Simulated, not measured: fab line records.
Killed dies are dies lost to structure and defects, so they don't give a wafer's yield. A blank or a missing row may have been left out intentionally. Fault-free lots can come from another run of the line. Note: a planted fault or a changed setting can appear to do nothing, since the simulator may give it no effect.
The tool behind it: which one? ; flow sfq_line ; 14 lots with 42 wafers sampled at 4 steps, on a route of 325 steps

WHAT THE GAUGES READ, wafer by wafer
The record holds no reading of a measuring or inspecting step that can be judged against a usual standard deviation.

WHAT TOOL EACH LOT RAN ON (gives the tool, then ch and the chambers of the sampled wafers, and finally the start)
lot;SFQ_TRILAYER_I2_VIA_LITHO_PEB_070;SFQ_TRILAYER_M3_DEP_SPUTTER_073;SFQ_TRILAYER_JJ_CE_STRIP_STRIP_120;SFQ_TRILAYER_R5_DEP_SPUTTER_132
L354;litho_track-03 ch 0, day 42 14:53;pvd_sputter-03, day 42 16:11;rie_metal-04 ch 0,1, day 50 23:47;pvd_sputter-05, day 51 19:00
L356;litho_track-04 ch 0, day 42 22:07;pvd_sputter-03, day 42 23:34;rie_metal-04 ch 0,1, day 60 18:38;pvd_sputter-03, day 65 15:09
L361;litho_track-03, day 45 16:13;pvd_sputter-04, day 45 17:41;rie_metal-02 ch 0,1, day 61 22:43;pvd_sputter-03, day 66 23:46
L362;litho_track-03, day 45 22:13;pvd_sputter-03, day 45 23:31;rie_metal-02 ch 0,1, day 62 13:05;pvd_sputter-05, day 67 11:46
L366;litho_track-01 ch 0, day 46 06:41;pvd_sputter-06, day 46 07:59;rie_metal-03 ch 0,1, day 63 09:50;pvd_sputter-03, day 68 05:46
L367;litho_track-03 ch 0, day 46 07:56;pvd_sputter-04, day 46 09:11;rie_metal-03 ch 0,1, day 63 14:50;pvd_sputter-05, day 68 10:47
L368;litho_track-01 ch 0, day 46 10:17;pvd_sputter-03, day 46 11:35;rie_metal-03 ch 0,1, day 63 12:14;pvd_sputter-06, day 68 08:46
L370;litho_track-03 ch 0, day 46 13:56;pvd_sputter-06, day 46 15:11;rie_metal-04 ch 0,1, day 63 20:50;pvd_sputter-03, day 68 16:47
L371;litho_track-04 ch 0, day 46 16:17;pvd_sputter-04, day 46 17:36;rie_metal-03 ch 0,1, day 63 21:50;pvd_sputter-03, day 68 19:47
L373;litho_track-04 ch 0, day 46 23:43;pvd_sputter-03, day 47 01:01;rie_metal-04 ch 0,1, day 64 12:46;pvd_sputter-06, day 69 17:19
L374;litho_track-03 ch 0, day 47 00:55;pvd_sputter-04, day 47 02:13;rie_metal-04 ch 0,1, day 68 07:10;pvd_sputter-05, day 73 04:22
L375;litho_track-01 ch 0, day 47 02:08;pvd_sputter-06, day 47 03:25;rie_metal-02 ch 0,1, day 68 15:37;pvd_sputter-05, day 73 16:22
L376;litho_track-03 ch 0, day 47 03:19;pvd_sputter-03, day 47 04:37;rie_metal-04 ch 0,1, day 68 19:13;pvd_sputter-06, day 74 01:22
L377;litho_track-03 ch 0, day 47 08:08;pvd_sputter-04, day 47 09:25;rie_metal-04 ch 0,1, day 69 09:05;pvd_sputter-06, day 74 13:22
- SFQ_TRILAYER_I2_VIA_LITHO_PEB_070: peb time 60 s.
- SFQ_TRILAYER_M3_DEP_SPUTTER_073: material Nb, target thk 200 nm, time 133.3 s.
- SFQ_TRILAYER_JJ_CE_STRIP_STRIP_120: strips in O2.
- SFQ_TRILAYER_R5_DEP_SPUTTER_132: material Ti, target thk 5 nm, time 5 s.

AS READ BY THE TOOLS THEMSELVES (means over the sampled wafers that have a number; for cases with no such wafer, the mark the record gives instead)
SFQ_TRILAYER_I2_VIA_LITHO_PEB_070. Usual: chill_plate_temp_C 23.00 C, standard deviation 0.096; exhaust_pa 45.1 Pa, standard deviation 0.84; heater_power_total_W 79.15 W, standard deviation 0.068.
lot;tool;chill_plate_temp_C (C);exhaust_pa (Pa);heater_power_total_W (W);flag
L354;litho_track-03;22.99;45.2;79.12;
L356;litho_track-04;22.94;45.3;79.13;
L361;litho_track-03;-;-;-;OFF
L362;litho_track-03;-;-;-;OFF
L366;litho_track-01;23.06;46.7;79.12;
L367;litho_track-03;23.03;44.5;79.15;
L368;litho_track-01;22.97;45.5;79.15;
L370;litho_track-03;23.06;45.0;79.11;
L371;litho_track-04;23.11;45.4;79.12;
L373;litho_track-04;23.02;45.0;79.18;
L374;litho_track-03;23.06;45.9;79.11;
L375;litho_track-01;22.85;45.6;79.15;
L376;litho_track-03;23.04;45.8;79.11;
L377;litho_track-03;22.99;44.3;79.20;

SFQ_TRILAYER_M3_DEP_SPUTTER_073. Usual: substrate_temp_c 19.99 C, standard deviation 0.11; throttle_valve_pct 29.9 %, standard deviation 0.75.
lot;tool;substrate_temp_c (C);throttle_valve_pct (%);flag
L354;pvd_sputter-03;20.03;30.0;
L356;pvd_sputter-03;19.96;30.0;
L361;pvd_sputter-04;19.92;30.4;
L362;pvd_sputter-03;19.98;30.1;
L366;pvd_sputter-06;19.95;29.5;
L367;pvd_sputter-04;20.10;30.4;
L368;pvd_sputter-03;20.00;29.8;
L370;pvd_sputter-06;19.93;28.8;
L371;pvd_sputter-04;20.05;30.9;
L373;pvd_sputter-03;20.04;29.9;
L374;pvd_sputter-04;19.96;30.1;
L375;pvd_sputter-06;20.03;29.3;
L376;pvd_sputter-03;19.97;29.9;
L377;pvd_sputter-04;19.93;29.8;

SFQ_TRILAYER_JJ_CE_STRIP_STRIP_120. Usual: drypump_motor_current_A 6.0 A, standard deviation 0.48; oes_product_au 1.003 a.u., standard deviation 0.012; platen_temp_c 39.99 C, standard deviation 0.11.
lot;tool;drypump_motor_current_A (A);oes_product_au (a.u.);platen_temp_c (C);flag
L354;rie_metal-04;5.6;0.999;40.06;
L356;rie_metal-04;6.0;0.997;40.02;
L361;rie_metal-02;6.0;1.004;39.88;
L362;rie_metal-02;6.1;1.008;40.07;
L366;rie_metal-03;6.3;0.996;39.99;
L367;rie_metal-03;6.0;1.003;39.96;
L368;rie_metal-03;6.3;0.996;40.09;
L370;rie_metal-04;6.0;0.990;39.90;
L371;rie_metal-03;6.0;1.005;39.98;
L373;rie_metal-04;5.9;0.984;39.96;
L374;rie_metal-04;5.9;0.995;39.86;
L375;rie_metal-02;6.0;1.010;39.93;
L376;rie_metal-04;5.6;1.001;39.94;
L377;rie_metal-04;6.0;0.994;39.95;

SFQ_TRILAYER_R5_DEP_SPUTTER_132. Usual: throttle_valve_pct at 29.6 %, with a standard deviation of 0.57.
lot;tool;throttle_valve_pct (%);flag
L354;pvd_sputter-05;29.6;
L356;pvd_sputter-03;29.8;
L361;pvd_sputter-03;29.8;
L362;pvd_sputter-05;29.6;
L366;pvd_sputter-03;29.9;
L367;pvd_sputter-05;29.2;
L368;pvd_sputter-06;29.2;
L370;pvd_sputter-03;29.8;
L371;pvd_sputter-03;29.8;
L373;pvd_sputter-06;29.8;
L374;pvd_sputter-05;30.0;
L375;pvd_sputter-05;29.2;
L376;pvd_sputter-06;29.6;
L377;pvd_sputter-06;29.6;

THE ANSWER, worked out from the rows above alone
Rule: a lot is off if the mean of its wafers that have a number lies more than 3 standard deviations from the usual mean. Also off: a lot with no number at a reading for which 4 or more lots have one. The other lots that the step has rows for count as sound. Order of review: gauges by route order, followed by the tools' own readings, for which a lot's mean as printed above is used. The first step at which some lot is off is used, and at that step the reading that is off furthest; a lot without a number counts as furthest.
Off at SFQ_TRILAYER_I2_VIA_LITHO_PEB_070 (chill_plate_temp_C): L361, L362. Without a number there: L361, L362.
If a tool, at that step or one of the process steps before it, ran each lot that is off and ran no sound lot following the first of them, it fits. Not one of the candidates tried fits.

WHAT HAD BEEN PUT IN BY THE SIMULATOR
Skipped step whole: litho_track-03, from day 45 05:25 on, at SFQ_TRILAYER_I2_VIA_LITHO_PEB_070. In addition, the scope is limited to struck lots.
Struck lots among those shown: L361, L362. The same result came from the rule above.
